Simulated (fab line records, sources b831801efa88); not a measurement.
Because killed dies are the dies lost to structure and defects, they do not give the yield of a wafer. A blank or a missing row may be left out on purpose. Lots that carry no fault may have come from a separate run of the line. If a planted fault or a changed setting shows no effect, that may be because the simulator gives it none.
Comparing a struck lot with a sound one || flow sky130 || 16 out of 708 route steps
Sound: these wafers, L522.1, L522.2, L522.3. Struck: wafers L510.2, L510.4. (L510.3 of the same lot was not struck and is left out.) The cause comes at the end.
For every step that has rows: the tool of each side, followed by ch and its chambers, followed by its first start. Under that, the readings that differ: sound wafers || struck wafers || difference of the means || sigmas: that difference in standard deviations of wafers without a fault.
alike: readings with means less than 2 such deviations apart, plus words and numbers identical on both sides. not compared: withheld readings, readings lacking a value on some wafer, bounds such as >300 that could conceal the same value, and numbers that have no deviation in the record and whose values overlap.
A row with sigmas, a row that says differs or no value, or rows on one side alone: a step with any of these is where the two part. Non-overlapping numbers with no deviation appear without sigmas and do not part them. Lack of a reading on every wafer of one side parts them only where that side has two or more wafers.

first, 3 steps without rows for these wafers: SKY_VIA3_EXPOSE_09 (exposes mask VIM3, target cd 200 nm); SKY_VIA3_PEB_10; SKY_VIA3_DEVELOP_11 (develop time 60 s).
SKY_VIA3_CD_MEAS_12: the cd target is 200 nm.
  struck on cd-sem-01, day 41 05:23; sound on cd-sem-02, day 45 09:16
  alike: cd-nm
SKY_VIA3_OVL_MEAS_13:
  struck on overlay-01, day 41 05:30; sound on overlay-01, day 45 09:23
  alike: VIA3_OVL
SKY_VIA3_ETCH_14: etches BARC in N2/H2, stops on SiO2, time 45.9 s, target depth 60 nm.
  sound on rie-diel-04 ch 1,2,3, day 45 09:26; struck on rie-diel-04 ch 0,1, day 41 05:32
{"reading": "rf-hours-counter-h (h)", "sound": "24 20 22", "struck": "18 1", "difference": -12, "sigmas": ""}
  alike: drypump-motor-current-A, oes-product-au, throttle-valve-pct
SKY_VIA3_ETCH_15: etches SiO2 in C4F8/O2/Ar, stops on TiN, target depth 507 nm, time 78 s.
  sound on rie-diel-04 ch 1,2,3, day 45 09:28; struck on rie-diel-04 ch 0,1, day 41 05:34
{"reading": "rf-hours-counter-h (h)", "sound": "24 20 22", "struck": "18 1", "difference": -12, "sigmas": ""}
  alike: oes-product-au
SKY_VIA3_STRIP_16: strips in O2/N2.
  sound on plasma-asher-02 ch 0,1, day 45 09:32; struck on plasma-asher-03 ch 0, day 41 05:38
{"reading": "drypump-motor-current-A (A)", "sound": "6.3 6.4 6.3", "struck": "5.0 5.0", "difference": -1.3, "sigmas": -3}
  alike: oes-product-au, strip-time-to-endpoint-s
  not compared: rf-hours-counter-h
then, 3 steps without rows for these wafers: SKY_VIA3_STRIP_17 (strips in post etch residue remover, time 1200 s); SKY_VIA3_CLEAN_18 (cleans in IPA, time 180 s); SKY_VIA3_CLEAN_19 (cleans in O3/DIW).
SKY_VIA3_SPUTTER_20: material TiN, target thk 20 nm, time 80 s.
  struck on pvd-sputter-03, day 41 06:13; sound on pvd-sputter-04, day 45 10:24
  alike: throttle-valve-pct
SKY_VIA3_CVD_21: deposits W, target thk 390 nm, time 117.31 s.
  sound on cvd-w-02 ch 0,1, day 45 10:28; struck on cvd-w-01 ch 0, day 41 06:17
{"reading": "chamber-pressure-Torr (Torr)", "sound": "40.02 39.95 40.09", "struck": "42.30 42.40", "difference": "+2.33", "sigmas": "+27"}
{"reading": "heater-power-outer-w (W)", "sound": "486 428 413", "struck": "565 563", "difference": "+122", "sigmas": "+2"}
{"reading": "heater-power-w (W)", "sound": "791 712 727", "struck": "942 898", "difference": "+177", "sigmas": "+2"}
{"reading": "model.W_of_VIA3_CVD_21.thk-nm (nm)", "sound": "387.5 386.8 392.8", "struck": "405.7 405.8", "difference": "+16.7", "sigmas": ""}
SKY_VIA3_RS_MEAS_22: the measuring method here is four-point-probe.
  struck on film-metro-01, day 41 06:26; sound on film-metro-02, day 45 10:37
{"reading": "VIA3_W_RS (ohm/sq)", "sound": "0.296 0.296 0.291", "struck": "0.283 0.283", "difference": -0.011, "sigmas": -3}
SKY_VIA3_THK_MEAS_23: measures by xrf.
  struck on film-metro-01, day 41 06:32; sound on film-metro-02, day 45 10:44
{"reading": "VIA3_W_THK (nm)", "sound": "376 378 385", "struck": "396 394", "difference": "+15", "sigmas": "+2"}
-- the record jumps here: 6 days lie between the struck wafers' starts before and after (it left off in module VIA3 and takes up again in module PAD_OPEN, whose first step shown is number 708 of the route) --
SKY_PAD_OPEN_PROBE_99:
  rows exist in the record for the struck wafers here (prober-02, day 47 01:24), but not for the sound ones

== WHERE THEY PART ==
Last at SKY_PAD_OPEN_PROBE_99 as far as this record goes, first at SKY_VIA3_STRIP_16.

WHY: whatever the simulator had introduced
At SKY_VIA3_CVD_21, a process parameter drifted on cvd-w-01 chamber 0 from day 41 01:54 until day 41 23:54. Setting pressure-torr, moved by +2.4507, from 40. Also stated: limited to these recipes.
